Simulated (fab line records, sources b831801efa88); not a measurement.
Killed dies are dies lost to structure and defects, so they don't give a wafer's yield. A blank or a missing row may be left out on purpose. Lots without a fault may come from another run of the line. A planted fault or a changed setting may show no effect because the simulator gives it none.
A struck lot beside a sound one | flow sky130 | 16 steps out of a route of 708
Sound: wafers L240.3, L240.4, L240.5. Struck: wafers L232.1, L232.2, L232.3. The cause comes at the end.
At each step with rows: each side's tool, then ch and its chambers, then its first start. Under that, the readings that differ: sound wafers | struck wafers | difference of the means | sigmas: that difference in standard deviations of wafers without a fault.
alike: readings whose means differ by less than 2 such deviations, and words and numbers that are the same on both sides. not compared: withheld readings, readings that some wafer has no value for, bounds like >300 that may hide the same value, and numbers for which the record gives no deviation and whose values overlap.
The two part at a step that has a row with sigmas, a row that says differs or no value, or rows on one side only. Numbers that don't overlap but have no deviation are shown without sigmas and don't part them. A reading that every wafer of one side lacks parts them only if that side has two wafers or more.

SKY_POLY_GATE_THK_MEAS_04:
  sound on film_metro-02, day 21 23:53; struck on film_metro-04, day 18 18:30
  alike: POLY_GATE_CVD_03_THK
then, 8 steps without rows for these wafers: SKY_POLY_GATE_DEHYDRATE_05 (time 60 s); SKY_POLY_GATE_HMDS_06 (prime time 60 s); SKY_POLY_GATE_COAT_07 (resist thk 110 nm); SKY_POLY_GATE_COAT_08 (resist thk 450 nm); SKY_POLY_GATE_SOFTBAKE_09 (time 90 s); SKY_POLY_GATE_EXPOSE_10 (exposes mask P1M, target cd 150 nm); SKY_POLY_GATE_PEB_11; SKY_POLY_GATE_DEVELOP_12 (develop time 60 s).
SKY_POLY_GATE_CD_MEAS_13: target cd 150 nm.
  sound on cd_sem-01, day 23 06:17; struck on cd_sem-02, day 20 01:23
  alike: cd_nm
SKY_POLY_GATE_OVL_MEAS_14:
  sound on overlay-02, day 23 06:23; struck on overlay-01, day 20 01:30
  alike: POLY_GATE_OVL
SKY_POLY_GATE_ETCH_15: etches BARC in N2/H2, stops on SiO2, time 118.5 s, target depth 110 nm.
  sound on rie_diel-01 ch 0,1,2, day 23 06:24; struck on rie_diel-04 ch 0,1,2, day 20 01:32
  alike: bias_w, chamber_pressure_mTorr, drypump_motor_current_A, n2_flow_sccm, oes_product_au, throttle_valve_pct
  not compared: rf_hours_counter_h
SKY_POLY_GATE_ETCH_16: etches Si3N4 in CH3F/O2, stops on poly-Si, time 147.5 s, target depth 75 nm.
  sound on rie_diel-01 ch 0,1,2, day 23 06:29; struck on rie_diel-04 ch 0,1,2, day 20 01:37
  no value came back on the struck wafers for any of 6 readings (O2_flow_sccm (sccm), bias_w (W) and others); on the sound wafers O2_flow_sccm (sccm) reads 29.84 30.03 30.24
  reading                                          | sound             | struck            | difference | sigmas
  model.KrF-thick_of_POLY_GATE_COAT_08.thk_nm (nm) | 229.4 231.4 230.4 | 343.8 344.6 340.6 | +112.6     |
  not compared: rf_hours_counter_h
SKY_POLY_GATE_ETCH_17: etches poly-Si in HBr/Cl2, stops on SiO2, target depth 180 nm, time 70.5 s.
  sound on rie_si-02 ch 0,2,3, day 23 06:35; struck on rie_si-01 ch 1,2,3, day 20 01:43
  reading                                          | sound           | struck            | difference | sigmas
  model.KrF-thick_of_POLY_GATE_COAT_08.thk_nm (nm) | 135.8 138 136.8 | 248.4 250.4 248.1 | +112.1     |
  alike: HBr_flow_sccm, bias_w, drypump_motor_current_A, oes_product_au, throttle_valve_pct
  not compared: rf_hours_counter_h
SKY_POLY_GATE_STRIP_18: strips in O2/N2.
  sound on plasma_asher-01 ch 0,1, day 23 06:40; struck on plasma_asher-03 ch 0,1, day 20 01:46
  reading                      | sound             | struck            | difference | sigmas
  drypump_motor_current_A (A)  | 5.46 5.46 5.47    | 5.95 5.93 5.91    | +0.47      | +2
  oes_product_au (a.u.)        | 0.368 0.358 0.362 | 0.409 0.412 0.404 | +0.046     | +9
  strip_time_to_endpoint_s (s) | 3.19 3.21 3.19    | 4.39 4.47 4.42    | +1.23      | +29
  alike: n2_flow_sccm
  not compared: rf_hours_counter_h
then, 1 step without rows for these wafers: SKY_POLY_GATE_CLEAN_19 (cleans in SC1/SC2, time 150 s).

WHERE THEY PART
First at SKY_POLY_GATE_ETCH_16; last, within this record, at SKY_POLY_GATE_STRIP_18.

WHY: what the simulator had put in
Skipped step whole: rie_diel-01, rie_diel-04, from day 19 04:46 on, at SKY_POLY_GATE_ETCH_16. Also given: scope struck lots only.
